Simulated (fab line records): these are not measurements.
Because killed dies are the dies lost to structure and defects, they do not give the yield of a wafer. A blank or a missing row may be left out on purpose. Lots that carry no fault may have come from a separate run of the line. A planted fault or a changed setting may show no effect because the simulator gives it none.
Which tool did it?	flow gf180mcu	Sampling: 13 lots, 39 wafers, 5 of 602 route steps

WHAT EACH GAUGE READ, for each wafer
GF_POLY_GATE_CD_MEAS_10: the cd target is 280 nm. Usual: 280.4 nm for cd-nm, sd 1.
lot	measured	on	cd-nm (nm)	flag
L376	day 9 04:09	cd-sem-02	279.5 281.3 279.9	
L377	day 9 09:17	cd-sem-02	280.0 280.3 280.5	
L379	day 10 00:35	cd-sem-02	279.8 279.0 279.1	
L380	day 10 08:12	cd-sem-01	279.2 278.4 279.7	
L381	day 10 11:34	cd-sem-01	280.7 280.7 280.7	
L383	day 11 02:46	cd-sem-02	278.3 278.4 280.1	
L385	day 11 19:09	cd-sem-02	279.4 280.1 279.0	
L389	day 13 05:53	cd-sem-02	280.2 279.8 279.6	
L391	day 13 13:30	cd-sem-02	280.6 279.9 281.4	
L394	day 14 11:37	cd-sem-01	281.1 281.0 281.2	
L395	day 14 20:49	cd-sem-01	281.8 281.8 280.9	
L397	day 15 13:51	cd-sem-02	280.8 280.7 279.2	
L399	day 16 01:16	cd-sem-02	280.7 281.7 279.9	

GF_SALICIDE_THK_MEAS_05: measures by xrf. Usual: SALICIDE_TIN_THK gives 20.04 nm (standard deviation 0.25).
lot	measured	on	SALICIDE_TIN_THK (nm)	flag
L376	day 15 01:52	film-metro-01	20.10 19.83 20.12	
L377	day 15 07:32	film-metro-01	20.13 19.75 20.09	
L379	day 16 03:11	film-metro-04	19.89 19.73 19.94	
L380	day 16 11:50	film-metro-01	20.04 20.28 20.22	
L381	day 16 17:14	film-metro-02	19.81 19.48 19.59	
L383	day 17 14:08	film-metro-04	20.16 19.98 20.39	
L385	day 18 08:25	film-metro-02	20.09 20.01 19.92	
L389	day 20 01:41	film-metro-01	19.89 19.94 19.83	
L391	day 20 11:43	film-metro-01	19.87 20.04 19.63	
L394	day 21 13:37	film-metro-01	20.47 20.24 19.97	
L395	day 21 21:43	film-metro-01	20.18 20.38 20.22	
L397	day 22 16:19	film-metro-01	20.26 19.93 19.97	
L399	day 23 03:12	film-metro-02	19.76 19.83 19.82	

EACH LOT AND THE TOOL THAT RAN IT (in order: tool; ch and the chambers of the sampled wafers; start)
lot	GF_MVSD_COAT_02	GF_MVSD_STRIP_10	GF_SALICIDE_SPUTTER_03
L376	litho-track-04 ch 0, day 4 03:58	plasma-asher-02 ch 0,1, day 4 10:53	pvd-sputter-01, day 15 01:43
L377	litho-track-01 ch 0, day 4 08:56	plasma-asher-03 ch 0,1, day 4 16:27	pvd-sputter-01, day 15 07:23
L379	litho-track-04 ch 0, day 4 20:50	plasma-asher-03 ch 0,1, day 5 03:57	pvd-sputter-04, day 16 03:01
L380	litho-track-04 ch 0, day 5 02:10	plasma-asher-04 ch 0,1, day 5 10:21	pvd-sputter-01, day 16 11:42
L381	litho-track-03 ch 0, day 5 06:06	plasma-asher-03 ch 0,1, day 5 13:50	pvd-sputter-04, day 16 17:05
L383	litho-track-03 ch 0, day 5 17:17	plasma-asher-04 ch 0,1, day 6 01:02	pvd-sputter-04, day 17 13:59
L385	litho-track-01 ch 0, day 6 07:06	plasma-asher-02 ch 0,1, day 6 14:56	pvd-sputter-03, day 18 08:17
L389	litho-track-03 ch 0, day 7 09:44	plasma-asher-02 ch 0,1, day 7 17:56	pvd-sputter-04, day 20 01:32
L391	litho-track-03 ch 0, day 7 16:54	plasma-asher-02 ch 0,1, day 8 01:05	pvd-sputter-03, day 20 11:34
L394	litho-track-01 ch 0, day 8 10:39	plasma-asher-03 ch 0,1, day 8 18:44	pvd-sputter-03, day 21 13:28
L395	litho-track-04 ch 0, day 8 15:53	plasma-asher-04 ch 0,1, day 9 00:26	pvd-sputter-01, day 21 21:34
L397	litho-track-04 ch 0, day 9 03:46	plasma-asher-03 ch 1, day 9 12:29	pvd-sputter-01, day 22 16:10
L399	litho-track-04 ch 0, day 9 13:38	plasma-asher-03 ch 0,1, day 9 22:47	pvd-sputter-03, day 23 03:01
- GF_MVSD_COAT_02: resist thk 3000 nm.
- GF_MVSD_STRIP_10: strips in O2/N2.
- GF_SALICIDE_SPUTTER_03: material TiN, target thk 20 nm, time 16.7 s.

WHAT THE TOOLS THEMSELVES READ (means of the sampled wafers that have a number; where no wafer has one, the mark that the record gives instead)
GF_MVSD_COAT_02. Usual: 22.98 C for resist-line-temp-C, sd 0.096.
lot	tool	resist-line-temp-C (C)	flag
L376	litho-track-04	22.93	
L377	litho-track-01	22.84	
L379	litho-track-04	22.92	
L380	litho-track-04	22.97	
L381	litho-track-03	23.06	
L383	litho-track-03	23.09	
L385	litho-track-01	22.97	
L389	litho-track-03	22.98	
L391	litho-track-03	22.90	
L394	litho-track-01	23.03	
L395	litho-track-04	23.12	
L397	litho-track-04	22.93	
L399	litho-track-04	22.96	

GF_MVSD_STRIP_10. Usual: drypump-motor-current-A 5.9 A, standard deviation 0.41; heater-power-w 327 W, standard deviation 33; oes-product-au 0.723 a.u., standard deviation 0.0042; strip-time-to-endpoint-s 36.98 s, standard deviation 0.1.
lot	tool	drypump-motor-current-A (A)	heater-power-w (W)	oes-product-au (a.u.)	strip-time-to-endpoint-s (s)	flag
L376	plasma-asher-02	5.6	310	0.719	37.03	
L377	plasma-asher-03	6.1	327	0.722	37.01	
L379	plasma-asher-03	6.3	320	0.720	36.86	
L380	plasma-asher-04	5.5	334	0.722	37.07	
L381	plasma-asher-03	6.3	317	0.724	37.08	
L383	plasma-asher-04	5.5	310	0.725	37.06	
L385	plasma-asher-02	5.7	353	0.726	36.96	
L389	plasma-asher-02	5.5	326	0.717	18.43	OFF
L391	plasma-asher-02	5.7	356	0.720	18.33	OFF
L394	plasma-asher-03	6.1	332	0.724	36.99	
L395	plasma-asher-04	5.5	313	0.723	36.99	
L397	plasma-asher-03	5.9	337	0.720	36.89	
L399	plasma-asher-03	6.3	317	0.726	37.03	

GF_SALICIDE_SPUTTER_03. Usual: 29.9 % for throttle-valve-pct, sd 1.4.
lot	tool	throttle-valve-pct (%)	flag
L376	pvd-sputter-01	30.8	
L377	pvd-sputter-01	30.0	
L379	pvd-sputter-04	29.7	
L380	pvd-sputter-01	30.0	
L381	pvd-sputter-04	28.7	
L383	pvd-sputter-04	28.8	
L385	pvd-sputter-03	29.2	
L389	pvd-sputter-04	28.8	
L391	pvd-sputter-03	30.4	
L394	pvd-sputter-03	29.7	
L395	pvd-sputter-01	30.7	
L397	pvd-sputter-01	30.0	
L399	pvd-sputter-03	30.3	

THE ANSWER, worked out from the rows above alone
Rule: lot off if the mean of its wafers having a number is beyond 3 standard deviations from the usual mean. A lot without any number at a reading at which 4 lots or more have one is off too. All remaining lots with rows at the step are treated as sound. First the gauges in route order, then the tools' own readings, where a lot's mean is used as printed above. The first step at which some lot is off is used, and at that step the reading that is off furthest; a lot without a number counts as furthest.
Off, at GF_MVSD_STRIP_10 on strip-time-to-endpoint-s: L389, L391.
If a tool, at that step or one of the process steps before it, ran each lot that is off and ran no sound lot following the first of them, it fits. Can't be told from this: 2 tools fit, litho-track-03 at GF_MVSD_COAT_02, plasma-asher-02 at GF_MVSD_STRIP_10.

WHAT WAS PUT IN BY THE SIMULATOR
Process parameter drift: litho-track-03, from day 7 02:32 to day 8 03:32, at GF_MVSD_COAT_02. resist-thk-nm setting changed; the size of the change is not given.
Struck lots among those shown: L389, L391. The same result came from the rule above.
